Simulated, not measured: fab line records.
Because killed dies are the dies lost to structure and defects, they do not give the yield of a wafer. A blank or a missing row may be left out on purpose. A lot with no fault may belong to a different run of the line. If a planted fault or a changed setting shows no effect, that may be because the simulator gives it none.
Which tool is to blame?    flow gf180mcu    38 wafers from 13 lots sampled at 4 of the route's 602 steps

WHAT THE GAUGES READ, wafer by wafer
GF_VT_IMPLANT_OVL_MEAS_18.
lot   measured      on          VT_IMPLANT_01_OVL (nm)
L783  day 6 03:25   overlay-01  0.3 1.6 2.0
L784  day 6 09:28   overlay-01  2.0 1.9 1.6
L785  day 7 02:58   overlay-02  2.6 0.9 0.4
L791  day 8 13:22   overlay-02  1.7 1.1 0.1
L792  day 8 14:13   overlay-02  1.1 1.5
L795  day 9 08:30   overlay-02  -0.6 -0.2 -0.3
L797  day 10 01:00  overlay-02  3.3 2.3 2.6
L798  day 10 05:01  overlay-01  1.5 1.5 2.5
L799  day 10 10:07  overlay-02  2.9 3.4 3.2
L800  day 11 02:49  overlay-01  3.9 0.8 2.4
L802  day 11 05:54  overlay-01  0.0 -0.3 0.0
L804  day 11 20:40  overlay-01  -0.6 -1.2 -0.3
L805  day 11 23:58  overlay-01  -0.4 0.9 0.8

GF_PSD_TW_MEAS_11.
lot   measured      on             PSD_TW
L783  day 14 03:32  film-metro-02  3168 3141 3167
L784  day 14 12:53  film-metro-02  3171 3146 3169
L785  day 15 07:55  film-metro-02  3147 3155 3169
L791  day 17 06:14  film-metro-04  3215 3200 3217
L792  day 17 17:22  film-metro-02  3152 3174
L795  day 18 05:01  film-metro-03  3188 3220 3194
L797  day 19 04:40  film-metro-04  3205 3209 3195
L798  day 19 10:39  film-metro-02  3149 3156 3142
L799  day 20 01:11  film-metro-02  3127 3129 3132
L800  day 20 22:20  film-metro-03  3168 3172 3182
L802  day 21 02:43  film-metro-04  3209 3199 3213
L804  day 21 14:34  film-metro-04  3207 3189 3200
L805  day 21 20:21  film-metro-02  3163 3151 3141

GF_SAB_OVL_MEAS_10.
lot   measured      on          SAB_OVL (nm)
L783  day 15 00:27  overlay-02  2.1 1.8 2.2
L784  day 15 10:26  overlay-02  0.5 -0.3 -0.6
L785  day 16 06:07  overlay-02  0.1 0.2 0.6
L791  day 18 06:35  overlay-02  0.7 1.3 0.4
L792  day 18 17:26  overlay-02  -0.3 -0.4
L795  day 19 05:26  overlay-02  -1.6 -2.0 -0.6
L797  day 20 05:47  overlay-02  1.1 1.5 1.1
L798  day 20 11:52  overlay-02  0.5 -1.0 -1.5
L799  day 21 02:05  overlay-01  1.7 2.1 1.9
L800  day 21 22:50  overlay-01  -0.4 -0.7 0.2
L802  day 22 02:50  overlay-02  0.1 0.7 -0.7
L804  day 22 14:09  overlay-01  1.1 -0.3 1.4
L805  day 22 18:56  overlay-02  -0.9 -0.9 -0.4

TOOL THAT RAN EACH LOT (tool first, then ch and the chambers of the sampled wafers, then the start)
lot   GF_STI_ETCH_13
L783  rie-diel-03 ch 2,3, day 2 01:44
L784  rie-diel-04 ch 0,1, day 2 05:44
L785  rie-diel-03 ch 2,3, day 2 12:11
L791  rie-diel-02 ch 2,3, day 3 20:52
L792  rie-diel-02 ch 1,2, day 4 00:01
L795  rie-diel-04 ch 1,2,3, day 4 14:50
L797  rie-diel-04 ch 0,1,3, day 5 00:37
L798  rie-diel-04 ch 0,1,3, day 5 05:29
L799  rie-diel-03 ch 0,1,2, day 5 12:07
L800  rie-diel-04 ch 2,3, day 5 17:32
L802  rie-diel-04 ch 0,2,3, day 6 04:52
L804  rie-diel-03 ch 1,3, day 6 14:02
L805  rie-diel-03 ch 0,3, day 6 19:17
- GF_STI_ETCH_13: etches the open film in CHF3/O2, stops on Si, target depth 282.31 nm, time 112.9 s.

WHAT THE TOOLS THEMSELVES READ (means of the sampled wafers that have a number; where no wafer has one, the mark that the record gives instead)
GF_STI_ETCH_13.
lot   tool         chamber-pressure-mTorr (mTorr)  drypump-motor-current-A (A)  oes-product-au (a.u.)  throttle-valve-pct (%)
L783  rie-diel-03  39.98                           5.7                          0.834                  8.819
L784  rie-diel-04  40.02                           5.3                          0.834                  8.813
L785  rie-diel-03  39.99                           5.4                          0.833                  8.816
L791  rie-diel-02  39.99                           5.7                          0.841                  8.813
L792  rie-diel-02  40.02                           5.7                          0.841                  8.817
L795  rie-diel-04  40.01                           5.8                          0.840                  8.815
L797  rie-diel-04  39.98                           5.7                          0.825                  8.810
L798  rie-diel-04  40.02                           5.7                          0.835                  8.819
L799  rie-diel-03  40.00                           5.8                          0.833                  8.809
L800  rie-diel-04  40.00                           6.4                          0.837                  8.815
L802  rie-diel-04  39.98                           6.2                          0.839                  8.819
L804  rie-diel-03  39.99                           6.0                          0.845                  8.814
L805  rie-diel-03  39.99                           5.9                          0.837                  8.803

THE ANSWER, worked out from the rows above alone
Rule: the usual values come from the lots themselves. Put in order of their means at a reading, lots are off if they are a third of the lots or fewer, leave a main group of 4 or more, and stand apart from it by a gap of 3 or more times the standard deviation of the main group's means; of several such gaps the widest counts. The tables above print the reading to a certain number of digits; a main group whose means all agree to those digits is not used. Also off: a lot with no number at a reading for which 4 or more lots have one. The other lots that the step has rows for count as sound. After the gauges, taken in route order, come the tools' own readings; for these a lot's mean is taken, as printed above. At the first step where some lot is off, the reading lying furthest off is the one used; lots without a number count as furthest.
No lot is off on any of the readings shown, so nothing can be concluded from this.

WHAT THE SIMULATOR HAD PUT IN
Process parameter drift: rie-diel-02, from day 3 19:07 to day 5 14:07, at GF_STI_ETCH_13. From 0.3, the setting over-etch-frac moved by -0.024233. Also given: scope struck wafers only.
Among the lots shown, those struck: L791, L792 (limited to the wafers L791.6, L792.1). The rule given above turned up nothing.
